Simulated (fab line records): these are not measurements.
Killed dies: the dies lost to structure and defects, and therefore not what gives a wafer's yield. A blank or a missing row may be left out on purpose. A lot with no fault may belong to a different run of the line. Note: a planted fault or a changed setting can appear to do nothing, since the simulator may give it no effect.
2 desks, one fault	flow gf180mcu	numbers are kept per desk, each desk with only its own; the story behind them comes last

== FOR THE TOOL OWNER'S DESK: implanter-01 ==
The tool's own readings at GF_HV_LDD_IMPLANT_34, given as means over the sampled wafers that have a number, one for each lot that went through this tool. The brackets show how far a lot's mean lies from the usual mean; more than 4 standard deviations puts the lot out of limits, marked OUT.
Columns: A = beamOnS at GF_HV_LDD_IMPLANT_34, usual 9.98 s; B = doseIonsCm2 at GF_HV_LDD_IMPLANT_34, usual 7.499e+12; C = faradayCurrentUA at GF_HV_LDD_IMPLANT_34, usual 42.4; D = rotationDeg at GF_HV_LDD_IMPLANT_34, usual 90.00 degrees
lot	first seen here	A	B	C	D
L916	day 11 13:37	9.88	7.503e+12	42.9	89.99
L919	day 12 09:26	10.04	7.496e+12	42.0	90.01
L921	day 13 02:13	9.90	7.500e+12	42.8	90.02
L922	day 13 11:28	9.88	3.372e+12 (-99 or more) OUT	19.3 (-26) OUT	89.98
L923	day 13 17:20	9.82	3.383e+12 (-99 or more) OUT	19.4 (-26) OUT	89.99
L926	day 14 19:35	9.93	3.376e+12 (-99 or more) OUT	19.2 (-26) OUT	89.98
L934	day 17 08:34	9.85	7.498e+12	43.0	90.04
L938	day 18 16:02	10.09	7.501e+12	41.8	89.98
L939	day 18 22:05	9.93	7.496e+12	42.5	90.02
This desk's verdict: out of limits on L922, L923, L926, starting with L922 at day 13 11:28 (doseIonsCm2 at GF_HV_LDD_IMPLANT_34). In limits: L916, L919, L921, L934, L938, L939.

== METROLOGY DESK ==
Lot by lot, what the gauges showed, no matter which tool ran the lot: averages of those sampled wafers that carry a number. The brackets show how far a lot's mean lies from the usual mean; more than 4 standard deviations puts the lot out of limits, marked OUT.
Columns: A = MVSD_OVL at GF_MVSD_OVL_MEAS_07, usual 1.0 nm; B = HV_LDD_3_TW at GF_HV_LDD_TW_MEAS_38, usual 1435; C = HV_LDD_RS at GF_HV_LDD_RS_MEAS_53, usual 418.8 ohm/sq
lot	first seen here	A	B	C
L916	day 4 10:59	-0.7	1442	420.0
L919	day 5 03:47	0.2	1446	418.4
L921	day 5 15:03	2.1	1423	418.9
L922	day 5 20:44	0.4	1371 (-9.3) OUT	429.4 (+11) OUT
L923	day 6 02:32	0.9	1369 (-9.6) OUT	429.4 (+12) OUT
L924	day 6 10:12	0.6	1435	420.0
L926	day 6 20:20	1.8	1375 (-8.6) OUT	431.4 (+14) OUT
L928	day 7 09:23	1.5	1443	418.3
L930	day 7 19:20	2.1	1430	417.1
L931	day 8 02:40	1.7	1432	418.9
L934	day 8 19:29	-0.9	1438	417.8
L938	day 9 16:54	-0.3	1434	418.9
L939	day 9 23:20	2.5	1435	418.7
This desk finds L922, L923, L926 out of limits, with the earliest case on L922 at day 13 12:10 (HV_LDD_3_TW at GF_HV_LDD_TW_MEAS_38). In limits: L916, L919, L921, L924, L928, L930, L931, L934, L938, L939.

== BROUGHT TOGETHER ==
On L922, L923, L926, at day 13 11:28, an alarm was possible from the tool owner's desk.
L922, L923, L926 would have let the metrology desk raise an alarm at day 13 12:10.
Of the lots named, all ran GF_HV_LDD_IMPLANT_34 on implanter-01.

== WHAT THE SIMULATOR HAD PUT IN ==
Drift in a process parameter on implanter-01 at GF_HV_LDD_IMPLANT_34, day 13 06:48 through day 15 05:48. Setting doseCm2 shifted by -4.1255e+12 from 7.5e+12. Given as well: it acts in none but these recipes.
Struck lots among those shown: L922, L923, L926.
Counting hours from when the fault started, the first reading out of limits came at 5 for the tool owner's desk and at 5 for the metrology desk.
